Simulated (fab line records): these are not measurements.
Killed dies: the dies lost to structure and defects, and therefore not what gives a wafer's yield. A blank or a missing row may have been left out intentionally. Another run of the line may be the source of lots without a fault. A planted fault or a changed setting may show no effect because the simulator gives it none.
8D (eight disciplines) problem report, filled in by code / flow gf180mcu / the parts of the form that need people (team, actions taken, sign-off) are left out

1. WHAT WENT WRONG
Wafers without a fault read 6500.0 W with a standard deviation of 1.3, while cathodeDcPowerW at GF_TOP_METAL_SPUTTER_04 averages 6715.6 W across 2 wafers of 1 lot. So: +99 or more standard deviations from the usual mean.
The step: material TiN, target thk 25 nm, time 20.8 s.
Earliest sighting: wafer L776.3 on pvdSputter-02 at day 31 13:26. Wafers with a number at this step in the record: 15, from 5 lots. Rule for "out", or "out of limits": more than 4 standard deviations from the usual mean. All remaining wafers that have a number are taken as sound.

2. WHAT IT IS; WHAT IT IS NOT
question=which readings at this step | is=cathodeDcPowerW | is not=chamberPressurePa, throttleValvePct
question=which lots | is=L776 | is not=L764, L772, L779, L786
question=which wafers of those lots | is=L776.3, L776.5 | is not=L776.2
question=read on which tools | is=pvdSputter-02 | is not=pvdSputter-01, pvdSputter-04
question=when | is=from day 31 13:26 | is not=up to then (7 sound wafers); but 6 sound wafers of L779, L786 came after

3. SUSPECTS, AND WHAT RULES EACH OUT
Counting: if a tool at a process step up to the reading ran every lot that is out, it stays a suspect. Sound lots after the first of them don't rule it out here, since some wafers of a struck lot are sound.
- pvdSputter-01 at GF_V5_SPUTTER_21 (material Ti, target thk 15 nm, time 80.02 s): kept. The lot that is out, L776, ran on it at day 31 12:33; the last sound lot it ran before that was L772, at day 30 02:55.
- cvdW-02 at GF_V5_CVD_23 (deposits W, target thk 350 nm, time 104.9 s): kept. The lot that is out, L776, ran on it at day 31 12:39; the last sound lot it ran before that was L772, at day 30 03:01.
- pvdSputter-02 at GF_TOP_METAL_SPUTTER_00 (material Ti, target thk 37.5 nm, time 150 s): kept. The lot that is out, L776, ran on it at day 31 13:14; the last sound lot it ran before that was L772, at day 30 03:36.
- pvdSputter-02 at GF_TOP_METAL_SPUTTER_02 (material AlCu, target thk 900 nm, time 47.82 s): kept. The lot that is out, L776, ran on it at day 31 13:22; the last sound lot it ran before that was L772, at day 30 03:44.
- pvdSputter-02 at GF_TOP_METAL_SPUTTER_04 (material TiN, target thk 25 nm, time 20.8 s): kept. The lot that is out, L776, ran on it at day 31 13:26; the last sound lot it ran before that was L772, at day 30 03:47. Its own cathodeDcPowerW readings are out on those wafers.
Left after counting: pvdSputter-01 at GF_V5_SPUTTER_21, cvdW-02 at GF_V5_CVD_23, pvdSputter-02 at GF_TOP_METAL_SPUTTER_00, pvdSputter-02 at GF_TOP_METAL_SPUTTER_02, pvdSputter-02 at GF_TOP_METAL_SPUTTER_04.

4. THE CAUSE (what the simulator had put in)
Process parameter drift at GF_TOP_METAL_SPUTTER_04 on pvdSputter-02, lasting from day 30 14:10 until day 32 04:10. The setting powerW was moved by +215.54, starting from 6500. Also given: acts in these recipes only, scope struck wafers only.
Counting leaves 5 suspects; this tool is one of them.

5. SEQUENCE OF EFFECTS, ordered by route
Each row: a reading where the mean over the struck wafers with a number is more than 3 standard deviations away from the usual. Scope: only readings with a usual standard deviation given in the record; hours: median across lots of the time from each lot's start at the first step in this table that gives one to its start at this step; sigmas: change in usual standard deviations.
hours=0; step=GF_TOP_METAL_SPUTTER_04; reading=cathodeDcPowerW; usual=6500.0 W; on struck wafers=6715.6; change=+215.6; sigmas=+99 or more
Process steps it contains:
- GF_TOP_METAL_SPUTTER_04: material TiN, target thk 25 nm, time 20.8 s.
Later measuring or inspecting steps at which every struck wafer that the step has a row for has a number for every such reading, and none has moved that far: GF_TOP_METAL_RS_MEAS_05, GF_TOP_METAL_THK_MEAS_06, GF_TOP_METAL_CD_MEAS_14, GF_TOP_METAL_OVL_MEAS_15.

6. WHAT WOULD HAVE CAUGHT IT SOONER
The fault began at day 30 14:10; the first out-of-limits reading in this record came at day 31 13:26, 23 hours later.
